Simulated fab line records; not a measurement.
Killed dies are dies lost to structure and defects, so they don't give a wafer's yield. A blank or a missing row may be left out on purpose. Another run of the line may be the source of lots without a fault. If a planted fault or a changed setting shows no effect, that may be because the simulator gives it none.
Chamber matching + flow sky130 + SKY_VIA2_ETCH_15 on rie-diel-01: 4 sister chambers
The step etches SiO2 in C4F8/O2/Ar, stops on TiN, target depth 546 nm, time 84 s. 4 wafers are shown with their chamber, then 7 later ones without.

== WAFERS PAIRED WITH THEIR CHAMBERS ==
| wafer  | chamber | bias-w (W) |
|--------|---------|------------|
| L557.5 | 2       | 1198       |
| L557.6 | 1       | 1201       |
| L558.3 | 3       | 1200       |
| L558.4 | 0       | 1201       |

== WAFERS MISSING THEIR CHAMBER ==
| wafer  | bias-w (W) |
|--------|------------|
| L558.6 | 1198       |
| L566.1 | 1201       |
| L566.5 | 1200       |
| L566.6 | 1203       |
| L568.1 | 1196       |
| L568.2 | 1203       |
| L568.6 | 1199       |

== WHICH CHAMBER EACH WENT THROUGH ==
| wafer  | from the rows above               | in truth |
|--------|-----------------------------------|----------|
| L558.6 | can't be placed: 2 or 3           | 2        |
| L566.1 | can't be placed: 0 or 1 or 3      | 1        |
| L566.5 | can't be placed: 3 or 0 or 1 or 2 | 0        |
| L566.6 | can't be placed: 0 or 1 or 3      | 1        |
| L568.1 | can't be placed: 2 or 3           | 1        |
| L568.2 | can't be placed: 0 or 1 or 3      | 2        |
| L568.6 | can't be placed: 2 or 3 or 0 or 1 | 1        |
Correct placement for 0 of the 7. Not placeable from these rows: 7 (in 5, the candidates include the true chamber). Wrongly placed: 0.
How it was worked out, from the rows above alone: a wafer's distance from a chamber is the root of the sum, over the readings, of the square of ((its reading less the chamber's mean) divided by the reading's scatter). The wafer belongs to the nearest chamber; if the next one is less than 2 further off, it can't be placed. The mean given for a chamber averages the wafers shown for that chamber. The scatter: root of mean squared gap, hidden wafer to nearest shown wafer, with one shown wafer a chamber.
